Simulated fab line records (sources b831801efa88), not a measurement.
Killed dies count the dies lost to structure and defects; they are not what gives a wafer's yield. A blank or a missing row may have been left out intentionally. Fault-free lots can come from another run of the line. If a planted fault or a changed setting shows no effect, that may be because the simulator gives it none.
Chamber matching / flow sky130 / rie_diel-02 running SKY_PAD_OPEN_ETCH_07: 4 sister chambers
The step etches the open film in CF4/O2, stops on AlCu, target depth 725 nm, time 161.1 s. 16 wafers are shown with their chamber, then 8 later ones without.

== WAFERS PAIRED WITH THEIR CHAMBERS ==
wafer=L074.1; chamber=3; drypump_motor_current_A (A)=6.2; oes_product_au (a.u.)=0.965; throttle_valve_pct (%)=5.973
wafer=L074.3; chamber=0; drypump_motor_current_A (A)=5.0; oes_product_au (a.u.)=0.986; throttle_valve_pct (%)=5.974
wafer=L074.4; chamber=2; drypump_motor_current_A (A)=5.1; oes_product_au (a.u.)=0.993; throttle_valve_pct (%)=5.979
wafer=L080.2; chamber=0; drypump_motor_current_A (A)=5.1; oes_product_au (a.u.)=0.981; throttle_valve_pct (%)=5.961
wafer=L080.3; chamber=1; drypump_motor_current_A (A)=5.8; oes_product_au (a.u.)=0.981; throttle_valve_pct (%)=5.964
wafer=L080.6; chamber=2; drypump_motor_current_A (A)=5.1; oes_product_au (a.u.)=0.985; throttle_valve_pct (%)=5.969
wafer=L081.2; chamber=3; drypump_motor_current_A (A)=6.2; oes_product_au (a.u.)=0.967; throttle_valve_pct (%)=5.966
wafer=L081.5; chamber=0; drypump_motor_current_A (A)=5.0; oes_product_au (a.u.)=0.977; throttle_valve_pct (%)=5.968
wafer=L081.6; chamber=1; drypump_motor_current_A (A)=5.8; oes_product_au (a.u.)=0.983; throttle_valve_pct (%)=5.963
wafer=L084.4; chamber=1; drypump_motor_current_A (A)=5.8; oes_product_au (a.u.)=0.980; throttle_valve_pct (%)=5.966
wafer=L084.5; chamber=0; drypump_motor_current_A (A)=5.0; oes_product_au (a.u.)=0.983; throttle_valve_pct (%)=5.972
wafer=L084.6; chamber=1; drypump_motor_current_A (A)=5.8; oes_product_au (a.u.)=0.977; throttle_valve_pct (%)=5.970
wafer=L089.2; chamber=1; drypump_motor_current_A (A)=5.8; oes_product_au (a.u.)=0.964; throttle_valve_pct (%)=5.973
wafer=L089.3; chamber=3; drypump_motor_current_A (A)=6.2; oes_product_au (a.u.)=0.960; throttle_valve_pct (%)=5.973
wafer=L089.6; chamber=1; drypump_motor_current_A (A)=5.8; oes_product_au (a.u.)=0.986; throttle_valve_pct (%)=5.971
wafer=L090.1; chamber=2; drypump_motor_current_A (A)=5.1; oes_product_au (a.u.)=0.977; throttle_valve_pct (%)=5.971

SIGNATURES, as means of the wafers listed above
reading=drypump_motor_current_A; chamber 0=5.025; chamber 1=5.800; chamber 2=5.100; chamber 3=6.200; scatter within a chamber=0.025
reading=oes_product_au; chamber 0=0.98175; chamber 1=0.97850; chamber 2=0.98500; chamber 3=0.96400; scatter within a chamber=0.00642
reading=throttle_valve_pct; chamber 0=5.96875; chamber 1=5.96783; chamber 2=5.97300; chamber 3=5.97067; scatter within a chamber=0.00475
Rule: a wafer's distance from a chamber is the root of the sum, over the readings, of the square of ((its reading less the chamber's mean) divided by the reading's scatter). If the next closest chamber is less than 2 further off than the closest, the wafer can't be placed; otherwise it belongs to the closest. How the scatter is found: for the shown wafers, subtract from each reading the mean of its chamber, square and add these, divide the total by (wafers less chambers), then take the root.

== WAFERS WITHOUT THEIR CHAMBER ==
wafer=L090.5; drypump_motor_current_A (A)=5.8; oes_product_au (a.u.)=0.979; throttle_valve_pct (%)=5.966
wafer=L090.6; drypump_motor_current_A (A)=5.0; oes_product_au (a.u.)=0.982; throttle_valve_pct (%)=5.977
wafer=L092.3; drypump_motor_current_A (A)=6.2; oes_product_au (a.u.)=0.960; throttle_valve_pct (%)=5.957
wafer=L092.4; drypump_motor_current_A (A)=5.1; oes_product_au (a.u.)=0.988; throttle_valve_pct (%)=5.962
wafer=L092.5; drypump_motor_current_A (A)=5.8; oes_product_au (a.u.)=0.979; throttle_valve_pct (%)=5.980
wafer=L094.3; drypump_motor_current_A (A)=6.2; oes_product_au (a.u.)=0.961; throttle_valve_pct (%)=5.949
wafer=L094.5; drypump_motor_current_A (A)=5.1; oes_product_au (a.u.)=0.987; throttle_valve_pct (%)=5.965
wafer=L094.6; drypump_motor_current_A (A)=6.2; oes_product_au (a.u.)=0.966; throttle_valve_pct (%)=5.965

== WHICH CHAMBER EACH WENT THROUGH ==
wafer=L090.5; from the rows above=1; in truth=1
wafer=L090.6; from the rows above=0; in truth=0
wafer=L092.3; from the rows above=3; in truth=3
wafer=L092.4; from the rows above=can't be placed: 2 or 0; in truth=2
wafer=L092.5; from the rows above=1; in truth=1
wafer=L094.3; from the rows above=3; in truth=3
wafer=L094.5; from the rows above=can't be placed: 2 or 0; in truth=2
wafer=L094.6; from the rows above=3; in truth=3
6 of 8 placed correctly. Not placeable from these rows: 2 (in 2, the candidates include the true chamber). Wrongly placed: 0.
